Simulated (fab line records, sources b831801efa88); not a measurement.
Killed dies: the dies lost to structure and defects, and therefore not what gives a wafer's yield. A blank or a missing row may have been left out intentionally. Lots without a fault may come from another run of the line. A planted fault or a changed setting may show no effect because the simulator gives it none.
Which tool did it? | flow sky130 | 9 lots with 27 wafers sampled at 7 steps, on a route of 708 steps

## WHAT EACH GAUGE READ, for each wafer
The record lacks any reading of a measuring or inspecting step that a usual standard deviation could be used to judge.

## EACH LOT AND THE TOOL THAT RAN IT (in order: tool; ch and the chambers of the sampled wafers; start)
lot  | SKY_METAL1_ETCH_18                | SKY_VIA1_CMP_24               | SKY_METAL2_ETCH_18                | SKY_METAL2_METAL_ETCH_19          | SKY_METAL2_STRIP_20                  | SKY_VIA2_CMP_02               | SKY_PAD_OPEN_PROBE_99
L387 | rie-metal-04 ch 0, day 32 14:40   | cmp-02 ch 0,2,3, day 33 20:02 | rie-metal-04 ch 1, day 34 22:04   | rie-metal-04 ch 1, day 34 22:08   | plasma-asher-03 ch 0, day 34 22:14   | cmp-01 ch 1,2,3, day 34 23:05 | -
L390 | rie-metal-01 ch 0,1, day 33 19:55 | cmp-02 ch 0,3, day 35 00:22   | rie-metal-04 ch 0, day 36 03:55   | rie-metal-04 ch 0, day 36 04:03   | plasma-asher-02 ch 0,1, day 36 04:12 | cmp-01 ch 2,3, day 36 06:50   | prober-01, day 46 15:23
L391 | rie-metal-04 ch 0,1, day 33 21:58 | cmp-01 ch 0,1,2, day 35 02:04 | rie-metal-02 ch 0,1, day 36 05:22 | rie-metal-02 ch 0,1, day 36 05:26 | plasma-asher-02 ch 0,1, day 36 05:32 | cmp-01 ch 1,3, day 36 07:08   | prober-02, day 46 16:50
L394 | rie-metal-01 ch 0,1, day 35 05:28 | cmp-01 ch 0,1, day 36 10:23   | rie-metal-03 ch 0, day 37 12:53   | rie-metal-03 ch 0, day 37 13:01   | plasma-asher-02 ch 0,1, day 37 13:10 | cmp-02 ch 0,1,2, day 37 14:11 | -
L398 | rie-metal-03 ch 0, day 36 18:32   | cmp-01 ch 0,1,2, day 37 22:45 | rie-metal-03 ch 0,1, day 39 00:29 | rie-metal-03 ch 0,1, day 39 00:34 | plasma-asher-03 ch 0,1, day 39 00:39 | -                             | prober-01, day 48 18:34
L399 | rie-metal-01 ch 0,1, day 37 02:23 | cmp-02 ch 0,2,3, day 38 07:00 | rie-metal-04 ch 0,1, day 39 08:32 | rie-metal-04 ch 0,1, day 39 08:37 | plasma-asher-03 ch 0,1, day 39 08:42 | -                             | prober-01, day 49 03:21
L402 | rie-metal-04 ch 0,1, day 37 15:05 | cmp-02 ch 0,1,2, day 38 18:51 | rie-metal-03 ch 0,1, day 39 20:28 | rie-metal-03 ch 0,1, day 39 20:32 | plasma-asher-03 ch 0,1, day 39 20:38 | cmp-02 ch 1,2,3, day 39 21:28 | prober-01, day 49 12:13
L407 | rie-metal-04 ch 0,1, day 39 15:52 | cmp-01 ch 0,1, day 40 18:33   | rie-metal-04 ch 0, day 41 18:40   | rie-metal-04 ch 0, day 41 18:43   | plasma-asher-02 ch 0,1, day 41 18:49 | cmp-01 ch 1,3, day 41 19:44   | -
L410 | rie-metal-03 ch 0,1, day 40 02:04 | cmp-02 ch 0,1,3, day 41 04:15 | rie-metal-04 ch 0,1, day 42 04:28 | rie-metal-04 ch 0,1, day 42 04:31 | plasma-asher-04 ch 0,1, day 42 04:37 | cmp-02 ch 0,2,3, day 42 05:23 | -
- SKY_METAL1_ETCH_18: etches BARC in N2/H2, stops on SiO2, time 45.9 s, target depth 60 nm.
- SKY_VIA1_CMP_24: polishes, stops on SiO2, t overpolish 15 s, target thk 0 nm.
- SKY_METAL2_ETCH_18: etches BARC in N2/H2, stops on SiO2, time 45.9 s, target depth 60 nm.
- SKY_METAL2_METAL_ETCH_19: etches the open film in Cl2/BCl3, stops on SiO2, target depth 360 nm, time 78 s.
- SKY_METAL2_STRIP_20: strips in O2/N2.
- SKY_VIA2_CMP_02: polishes SiO2.
- SKY_PAD_OPEN_PROBE_99

## WHAT THE TOOLS THEMSELVES READ (means of the sampled wafers that have a number; where no wafer has one, the mark that the record gives instead)
SKY_METAL1_ETCH_18. Usual: bias-w 100.0 W, standard deviation 0.31; chamber-pressure-mTorr 30.00 mTorr, standard deviation 0.033; drypump-motor-current-A 6.0 A, standard deviation 0.74; h2-flow-sccm 200.0 sccm, standard deviation 0.54; oes-product-au 0.855 a.u., standard deviation 0.0046; throttle-valve-pct 13.226 %, standard deviation 0.009.
lot  | tool         | bias-w (W) | chamber-pressure-mTorr (mTorr) | drypump-motor-current-A (A) | h2-flow-sccm (sccm) | oes-product-au (a.u.) | throttle-valve-pct (%) | flag
L387 | rie-metal-04 | 99.8       | 30.00                          | 6.3                         | 200.3               | 0.860                 | 13.224                 |
L390 | rie-metal-01 | 100.2      | 30.00                          | 5.2                         | 200.1               | 0.855                 | 13.236                 |
L391 | rie-metal-04 | 100.0      | 30.02                          | 5.6                         | 200.0               | 0.856                 | 13.225                 |
L394 | rie-metal-01 | 99.8       | 30.01                          | 5.6                         | 199.7               | 0.860                 | 13.219                 |
L398 | rie-metal-03 | 100.5      | 29.97                          | 6.8                         | 199.9               | 0.851                 | 13.227                 |
L399 | rie-metal-01 | 99.6       | 29.97                          | 5.6                         | 200.0               | 0.854                 | 13.224                 |
L402 | rie-metal-04 | 99.9       | 30.00                          | 5.6                         | 199.6               | 0.852                 | 13.228                 |
L407 | rie-metal-04 | 99.6       | 30.00                          | 6.0                         | 199.1               | 0.853                 | 13.225                 |
L410 | rie-metal-03 | 99.9       | 30.00                          | 5.9                         | 199.9               | 0.855                 | 13.224                 |

SKY_VIA1_CMP_24. Usual: motor-current-A 10.6 A, standard deviation 1; overpolish-run-s 15.000 s, standard deviation 0.0099; time-to-endpoint-s 66 s, standard deviation 3.8.
lot  | tool   | motor-current-A (A) | overpolish-run-s (s) | time-to-endpoint-s (s) | flag
L387 | cmp-02 | 10.3                | 14.994               | 66                     |
L390 | cmp-02 | 10.7                | 15.006               | 62                     |
L391 | cmp-01 | 11.0                | 14.992               | 70                     |
L394 | cmp-01 | 11.7                | 14.999               | 70                     |
L398 | cmp-01 | 11.1                | 14.992               | 68                     |
L399 | cmp-02 | 10.4                | 14.994               | 64                     |
L402 | cmp-02 | 10.4                | 14.997               | 66                     |
L407 | cmp-01 | 11.4                | 15.011               | 67                     |
L410 | cmp-02 | 10.9                | 15.004               | 59                     |

SKY_METAL2_ETCH_18. Usual: bias-w 100.0 W, standard deviation 0.31; chamber-pressure-mTorr 30.00 mTorr, standard deviation 0.034; drypump-motor-current-A 5.9 A, standard deviation 0.63; h2-flow-sccm 200.1 sccm, standard deviation 0.57; oes-product-au 0.855 a.u., standard deviation 0.0045; throttle-valve-pct 13.225 %, standard deviation 0.0092.
lot  | tool         | bias-w (W) | chamber-pressure-mTorr (mTorr) | drypump-motor-current-A (A) | h2-flow-sccm (sccm) | oes-product-au (a.u.) | throttle-valve-pct (%) | flag
L387 | rie-metal-04 | 100.2      | 30.03                          | 5.3                         | 199.4               | 0.853                 | 13.215                 |
L390 | rie-metal-04 | 100.0      | 29.99                          | 6.3                         | 200.4               | 0.850                 | 13.227                 |
L391 | rie-metal-02 | 99.8       | 30.00                          | 5.3                         | 200.2               | 0.851                 | 13.223                 |
L394 | rie-metal-03 | 99.6       | 29.98                          | 6.8                         | 199.4               | 0.857                 | 13.216                 |
L398 | rie-metal-03 | -          | -                              | -                           | -                   | -                     | -                      | OFF
L399 | rie-metal-04 | -          | -                              | -                           | -                   | -                     | -                      | OFF
L402 | rie-metal-03 | 99.7       | 30.01                          | 5.9                         | 200.2               | 0.859                 | 13.219                 |
L407 | rie-metal-04 | 99.8       | 30.00                          | 6.3                         | 200.2               | 0.856                 | 13.221                 |
L410 | rie-metal-04 | 100.1      | 30.04                          | 5.6                         | 200.0               | 0.854                 | 13.235                 |

SKY_METAL2_METAL_ETCH_19. Usual: bcl3-flow-sccm 30.02 sccm, standard deviation 0.091; bias-w 48.50 W, standard deviation 0.16; drypump-motor-current-A 5.9 A, standard deviation 0.63; oes-product-au 0.854 a.u., standard deviation 0.0058; throttle-valve-pct 22.265 %, standard deviation 0.0084.
lot  | tool         | bcl3-flow-sccm (sccm) | bias-w (W) | drypump-motor-current-A (A) | oes-product-au (a.u.) | throttle-valve-pct (%) | flag
L387 | rie-metal-04 | 29.99                 | 48.42      | 5.3                         | 0.853                 | 22.258                 |
L390 | rie-metal-04 | 30.08                 | 48.44      | 6.3                         | 0.855                 | 22.267                 |
L391 | rie-metal-02 | 29.98                 | 48.47      | 5.3                         | 0.853                 | 22.267                 |
L394 | rie-metal-03 | 30.17                 | 48.50      | 6.8                         | 0.851                 | 22.262                 |
L398 | rie-metal-03 | 30.12                 | 48.68      | 6.3                         | 0.378                 | 22.272                 | OFF
L399 | rie-metal-04 | 29.94                 | 48.54      | 6.0                         | 0.376                 | 22.268                 | OFF
L402 | rie-metal-03 | 29.94                 | 48.63      | 5.9                         | 0.856                 | 22.256                 |
L407 | rie-metal-04 | 30.08                 | 48.46      | 6.3                         | 0.863                 | 22.274                 |
L410 | rie-metal-04 | 30.02                 | 48.57      | 5.6                         | 0.855                 | 22.261                 |

SKY_METAL2_STRIP_20. Usual: drypump-motor-current-A 5.8 A, standard deviation 0.45; oes-product-au 0.343 a.u., standard deviation 0.005; strip-time-to-endpoint-s 2.70 s, standard deviation 0.043.
lot  | tool            | drypump-motor-current-A (A) | oes-product-au (a.u.) | strip-time-to-endpoint-s (s) | flag
L387 | plasma-asher-03 | 6.5                         | 0.346                 | 2.73                         |
L390 | plasma-asher-02 | 5.7                         | 0.342                 | 2.71                         |
L391 | plasma-asher-02 | 5.7                         | 0.344                 | 2.73                         |
L394 | plasma-asher-02 | 5.7                         | 0.343                 | 2.67                         |
L398 | plasma-asher-03 | 6.2                         | 0.361                 | 3.16                         | OFF
L399 | plasma-asher-03 | 6.2                         | 0.363                 | 3.22                         | OFF
L402 | plasma-asher-03 | 6.2                         | 0.344                 | 2.69                         |
L407 | plasma-asher-02 | 5.5                         | 0.343                 | 2.79                         |
L410 | plasma-asher-04 | 5.3                         | 0.346                 | 2.75                         |

SKY_VIA2_CMP_02. Usual: motor-current-A 11.8 A, standard deviation 1.1.
lot  | tool   | motor-current-A (A) | flag
L387 | cmp-01 | 11.5                |
L390 | cmp-01 | 11.7                |
L391 | cmp-01 | 11.4                |
L394 | cmp-02 | 11.4                |
L402 | cmp-02 | 11.0                |
L407 | cmp-01 | 10.9                |
L410 | cmp-02 | 11.3                |

SKY_PAD_OPEN_PROBE_99. Usual: defect-limited-yield 82.1 %, standard deviation 1.9; killed_at_M0_to_M3 44, standard deviation 7.3; killed_at_M4_up 3.5, standard deviation 1.8; killed-at-contacts 24, standard deviation 5.8; killed-at-front-end 16, standard deviation 4.3; killed-at-other 0.5, standard deviation 0.68; killed-dies 88, standard deviation 9.4; killed-on-rim 17, standard deviation 3.7; killed-open 48, standard deviation 6.8; killed-short 40, standard deviation 6.1; sort_bin_3_pad_short 0.9 %, standard deviation 0.39; sort_bin_5_function 10.5 %, standard deviation 1.4; sort_bin_6_memory 6.4 %, standard deviation 1.1; sort-n-pass 404, standard deviation 9.4; sort-yield-pct 82.1 %, standard deviation 1.9.
lot  | tool      | defect-limited-yield (%) | killed_at_M0_to_M3 | killed_at_M4_up | killed-at-contacts | killed-at-front-end | killed-at-other | killed-dies | killed-on-rim | killed-open | killed-short | sort_bin_3_pad_short (%) | sort_bin_5_function (%) | sort_bin_6_memory (%) | sort-n-pass | sort-yield-pct (%) | flag
L390 | prober-01 | 82.5                     | 44                 | 4.0             | 19                 | 18                  | 0.0             | 86          | 17            | 48          | 37           | 1.1                      | 10.0                    | 6.4                   | 406         | 82.5               |
L391 | prober-02 | 82.6                     | 41                 | 2.7             | 27                 | 14                  | 0.7             | 86          | 18            | 46          | 39           | 0.9                      | 10.7                    | 5.8                   | 406         | 82.6               |
L398 | prober-01 | 0.0                      | 454                | 4.0             | 17                 | 17                  | 1.0             | 492         | 96            | 50          | 38           | 1.0                      | 92.6                    | 6.4                   | 0           | 0.0                | OFF
L399 | prober-01 | 0.0                      | 447                | 3.0             | 26                 | 15                  | 0.7             | 492         | 96            | 48          | 40           | 0.9                      | 92.2                    | 6.9                   | 0           | 0.0                | OFF
L402 | prober-01 | 82.6                     | 39                 | 3.0             | 21                 | 22                  | 0.3             | 86          | 14            | 47          | 38           | 1.0                      | 10.4                    | 6.0                   | 406         | 82.6               |

## THE ANSWER, worked out from the rows above alone
Rule: a lot counts as off when the mean over its wafers that have a number is more than 3 standard deviations away from the usual mean. Also off: a lot with no number at a reading for which 4 or more lots have one. The other lots that the step has rows for count as sound. After the gauges, taken in route order, come the tools' own readings; for these a lot's mean is taken, as printed above. The first step at which some lot is off is used, and at that step the reading that is off furthest; a lot without a number counts as furthest.
Off, at SKY_METAL2_ETCH_18 on bias-w: L398, L399. Without a number there: L398, L399.
If a tool, at that step or one of the process steps before it, ran each lot that is off and ran no sound lot following the first of them, it fits. Not one of the candidates tried fits.

## WHAT THE SIMULATOR PUT IN
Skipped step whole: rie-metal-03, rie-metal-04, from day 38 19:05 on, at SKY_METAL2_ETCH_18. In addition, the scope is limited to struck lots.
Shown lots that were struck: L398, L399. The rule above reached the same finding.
